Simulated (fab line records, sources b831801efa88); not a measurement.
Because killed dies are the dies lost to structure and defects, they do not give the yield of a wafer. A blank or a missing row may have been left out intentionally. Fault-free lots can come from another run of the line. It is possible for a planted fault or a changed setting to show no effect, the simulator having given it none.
What tool caused it? -- flow gf180mcu -- 13 lots with 39 wafers sampled at 6 steps, on a route of 602 steps

== WHAT EACH GAUGE READ, for each wafer ==
GF_PSD_CD_MEAS_07 targets a cd of 400 nm. Usual: cd_nm reads 400.4 nm (standard deviation 2.3).
lot,measured,on,cd_nm (nm),flag
L719,day 14 13:46,cd_sem-01,400.1 399.7 400.3,
L720,day 14 19:02,cd_sem-02,400.2 400.0 401.9,
L721,day 15 06:19,cd_sem-01,403.1 403.4 401.3,
L723,day 15 22:15,cd_sem-02,404.6 405.3 402.3,
L724,day 16 06:10,cd_sem-01,400.0 398.2 400.3,
L725,day 16 13:52,cd_sem-01,399.9 398.1 401.2,
L726,day 16 19:19,cd_sem-01,395.2 396.8 394.2,
L727,day 17 04:27,cd_sem-02,401.9 402.0 402.9,
L728,day 17 18:32,cd_sem-01,400.2 401.8 399.9,
L739,day 21 16:57,cd_sem-02,404.4 404.2 403.0,
L738,day 21 18:48,cd_sem-01,401.6 403.9 401.1,
L740,day 21 19:43,cd_sem-02,400.1 399.5 397.6,
L741,day 22 05:05,cd_sem-01,396.8 398.5 400.6,

GF_PSD_TW_MEAS_11. Usual: for PSD_TW the level is 3171 and the standard deviation is 24.
lot,measured,on,PSD_TW,flag
L719,day 14 14:10,film_metro-01,3194 3178 3197,
L720,day 14 19:25,film_metro-02,3134 3128 3126,
L721,day 15 06:43,film_metro-01,3190 3191 3188,
L723,day 15 22:40,film_metro-03,3169 3173 3165,
L724,day 16 06:34,film_metro-01,3199 3204 3210,
L725,day 16 14:16,film_metro-02,3150 3155 3150,
L726,day 16 19:43,film_metro-01,3199 3209 3200,
L727,day 17 04:52,film_metro-02,3125 3155 3120,
L728,day 17 18:56,film_metro-03,30 30 30,OFF
L739,day 21 17:22,film_metro-02,3166 3162 3157,
L738,day 21 19:13,film_metro-03,3182 3166 3183,
L740,day 21 20:07,film_metro-02,3159 3162 3154,
L741,day 22 05:29,film_metro-02,3150 3157 3155,

== EACH LOT AND THE TOOL THAT RAN IT (in order: tool; ch and the chambers of the sampled wafers; start) ==
lot,GF_HV_LDD_STRIP_22,GF_HV_LDD_STRIP_37,GF_NSD_STRIP_11,GF_PSD_STRIP_10
L719,"plasma_asher-01 ch 0,1, day 11 02:01","plasma_asher-01 ch 1, day 11 21:13","plasma_asher-02 ch 1, day 13 17:16","plasma_asher-02 ch 0,1, day 14 14:04"
L720,"plasma_asher-04 ch 0,1, day 11 07:04","plasma_asher-04 ch 0,1, day 12 02:53","plasma_asher-03 ch 0,1, day 13 22:07","plasma_asher-01 ch 0,1, day 14 19:19"
L721,"plasma_asher-01 ch 1, day 11 15:41","plasma_asher-01 ch 1, day 12 11:20","plasma_asher-03 ch 1, day 14 09:22","plasma_asher-02 ch 0,1, day 15 06:37"
L723,"plasma_asher-04 ch 0,1, day 12 09:22","plasma_asher-04 ch 0,1, day 13 05:31","plasma_asher-03 ch 0,1, day 15 01:46","plasma_asher-02 ch 0,1, day 15 22:34"
L724,"plasma_asher-01 ch 0,1, day 12 16:41","plasma_asher-04 ch 0,1, day 13 13:25","plasma_asher-04 ch 0,1, day 15 10:46","plasma_asher-03 ch 0,1, day 16 06:28"
L725,"plasma_asher-03 ch 0,1, day 12 20:25","plasma_asher-04 ch 0,1, day 13 17:16","plasma_asher-02 ch 0,1, day 15 16:37","plasma_asher-01 ch 0,1, day 16 14:10"
L726,"plasma_asher-04 ch 0,1, day 13 04:28","plasma_asher-01 ch 0,1, day 14 01:31","plasma_asher-02 ch 0,1, day 15 21:43","plasma_asher-01 ch 0,1, day 16 19:37"
L727,"plasma_asher-04 ch 0,1, day 13 12:40","plasma_asher-01 ch 0,1, day 14 10:34","plasma_asher-02 ch 0,1, day 16 06:07","plasma_asher-02 ch 0,1, day 17 04:46"
L728,"plasma_asher-04 ch 0,1, day 14 00:28","plasma_asher-01 ch 0,1, day 14 21:33","plasma_asher-02 ch 0,1, day 16 19:37","plasma_asher-03 ch 0,1, day 17 18:50"
L739,"plasma_asher-01 ch 0,1, day 17 13:19","plasma_asher-04 ch 0,1, day 18 13:31","plasma_asher-03 ch 0,1, day 20 17:22","plasma_asher-01 ch 0,1, day 21 17:16"
L738,"plasma_asher-01 ch 0,1, day 17 14:01","plasma_asher-03 ch 0,1, day 18 14:10","plasma_asher-03 ch 0,1, day 20 18:19","plasma_asher-02 ch 0,1, day 21 19:07"
L740,"plasma_asher-03 ch 0,1, day 17 14:10","plasma_asher-03 ch 0,1, day 18 14:28","plasma_asher-03 ch 0,1, day 20 19:46","plasma_asher-01 ch 0,1, day 21 20:01"
L741,"plasma_asher-04 ch 0,1, day 17 23:52","plasma_asher-04 ch 0,1, day 19 00:22","plasma_asher-04 ch 0,1, day 21 05:44","plasma_asher-03 ch 0,1, day 22 05:23"
- GF_HV_LDD_STRIP_22: strips in O2/N2.
- GF_HV_LDD_STRIP_37: strips in O2/N2.
- GF_NSD_STRIP_11: strips in O2/N2.
- GF_PSD_STRIP_10: strips in O2/N2.

== WHAT THE TOOLS THEMSELVES READ (means of the sampled wafers that have a number; where no wafer has one, the mark that the record gives instead) ==
GF_HV_LDD_STRIP_22. Usual: drypump_motor_current_A 5.7 A, standard deviation 0.56; heater_power_w 337 W, standard deviation 28; oes_product_au 0.715 a.u., standard deviation 0.0049; strip_time_to_endpoint_s 12.63 s, standard deviation 0.033.
lot,tool,drypump_motor_current_A (A),heater_power_w (W),oes_product_au (a.u.),strip_time_to_endpoint_s (s),flag
L719,plasma_asher-01,5.4,333,0.716,12.62,
L720,plasma_asher-04,5.7,304,0.718,12.63,
L721,plasma_asher-01,6.1,345,0.713,12.65,
L723,plasma_asher-04,6.1,323,0.717,12.65,
L724,plasma_asher-01,5.4,337,0.717,12.60,
L725,plasma_asher-03,5.4,389,0.716,12.63,
L726,plasma_asher-04,6.1,314,0.712,12.70,
L727,plasma_asher-04,5.7,312,0.714,12.67,
L728,plasma_asher-04,6.1,311,0.717,12.60,
L739,plasma_asher-01,5.7,341,0.715,12.67,
L738,plasma_asher-01,5.7,338,0.716,12.62,
L740,plasma_asher-03,5.6,376,0.720,12.63,
L741,plasma_asher-04,5.7,309,0.715,12.63,

GF_HV_LDD_STRIP_37. Usual: drypump_motor_current_A 5.6 A, standard deviation 0.56; heater_power_w 338 W, standard deviation 27; oes_product_au 0.716 a.u., standard deviation 0.0047; strip_time_to_endpoint_s 12.63 s, standard deviation 0.033.
lot,tool,drypump_motor_current_A (A),heater_power_w (W),oes_product_au (a.u.),strip_time_to_endpoint_s (s),flag
L719,plasma_asher-01,6.1,346,0.712,12.67,
L720,plasma_asher-04,5.7,309,0.711,12.60,
L721,plasma_asher-01,6.0,349,0.714,12.66,
L723,plasma_asher-04,5.7,310,0.718,12.61,
L724,plasma_asher-04,6.1,315,0.719,12.66,
L725,plasma_asher-04,6.1,320,0.717,12.65,
L726,plasma_asher-01,5.7,337,0.716,12.57,
L727,plasma_asher-01,5.7,340,0.719,12.61,
L728,plasma_asher-01,5.7,336,0.719,12.62,
L739,plasma_asher-04,5.7,311,0.717,12.66,
L738,plasma_asher-03,5.4,385,0.716,12.61,
L740,plasma_asher-03,5.6,379,0.717,12.64,
L741,plasma_asher-04,6.1,317,0.713,12.64,

GF_NSD_STRIP_11. Usual: drypump_motor_current_A 5.7 A, standard deviation 0.39; heater_power_w 342 W, standard deviation 31; oes_product_au 0.487 a.u., standard deviation 0.0041; strip_time_to_endpoint_s 22.96 s, standard deviation 0.038.
lot,tool,drypump_motor_current_A (A),heater_power_w (W),oes_product_au (a.u.),strip_time_to_endpoint_s (s),flag
L719,plasma_asher-02,5.6,328,0.487,22.97,
L720,plasma_asher-03,5.6,382,0.486,22.94,
L721,plasma_asher-03,5.7,370,0.486,23.00,
L723,plasma_asher-03,5.6,383,0.486,22.96,
L724,plasma_asher-04,6.1,316,0.493,22.98,
L725,plasma_asher-02,5.9,322,0.488,22.95,
L726,plasma_asher-02,5.9,325,0.484,22.98,
L727,plasma_asher-02,5.7,329,0.487,23.00,
L728,plasma_asher-02,5.9,323,0.556,-,OFF
L739,plasma_asher-03,5.6,378,0.489,22.93,
L738,plasma_asher-03,5.4,389,0.483,23.01,
L740,plasma_asher-03,5.6,380,0.487,22.95,
L741,plasma_asher-04,5.7,306,0.489,22.87,

GF_PSD_STRIP_10. Usual: drypump_motor_current_A 5.6 A, standard deviation 0.36; heater_power_w 351 W, standard deviation 30; oes_product_au 0.593 a.u., standard deviation 0.0043; strip_time_to_endpoint_s 16.52 s, standard deviation 0.043.
lot,tool,drypump_motor_current_A (A),heater_power_w (W),oes_product_au (a.u.),strip_time_to_endpoint_s (s),flag
L719,plasma_asher-02,5.8,325,0.597,16.57,
L720,plasma_asher-01,5.4,338,0.595,16.54,
L721,plasma_asher-02,5.9,324,0.593,16.54,
L723,plasma_asher-02,5.8,330,0.596,16.55,
L724,plasma_asher-03,5.6,378,0.590,16.48,
L725,plasma_asher-01,5.7,340,0.592,16.52,
L726,plasma_asher-01,5.3,332,0.590,16.49,
L727,plasma_asher-02,5.9,327,0.594,16.57,
L728,plasma_asher-03,5.6,376,0.617,19.70,OFF
L739,plasma_asher-01,5.4,332,0.592,16.47,
L738,plasma_asher-02,5.8,323,0.595,16.55,
L740,plasma_asher-01,5.4,335,0.591,16.42,
L741,plasma_asher-03,5.4,387,0.589,16.44,

== THE ANSWER, worked out from the rows above alone ==
Rule: a lot counts as off when the mean over its wafers that have a number is more than 3 standard deviations away from the usual mean. Also off: a lot with no number at a reading for which 4 or more lots have one. Where the step has rows for the other lots, those lots are counted as sound. After the gauges, taken in route order, come the tools' own readings; for these a lot's mean is taken, as printed above. The first step at which some lot is off is used, and at that step the reading that is off furthest; a lot without a number counts as furthest.
Off: L728, seen at GF_PSD_TW_MEAS_11 (PSD_TW).
A tool fits if, at a process step before that reading, it ran every lot that is off, and no sound lot after the first of them. The gauges at GF_PSD_TW_MEAS_11 aren't tried: what is off there is off at GF_NSD_STRIP_11 too, on other tools, and a gauge's error can't cause that. Undecided on this evidence; 2 tools fit (plasma_asher-01 at GF_HV_LDD_STRIP_37, plasma_asher-02 at GF_NSD_STRIP_11).

== WHAT THE SIMULATOR PUT IN ==
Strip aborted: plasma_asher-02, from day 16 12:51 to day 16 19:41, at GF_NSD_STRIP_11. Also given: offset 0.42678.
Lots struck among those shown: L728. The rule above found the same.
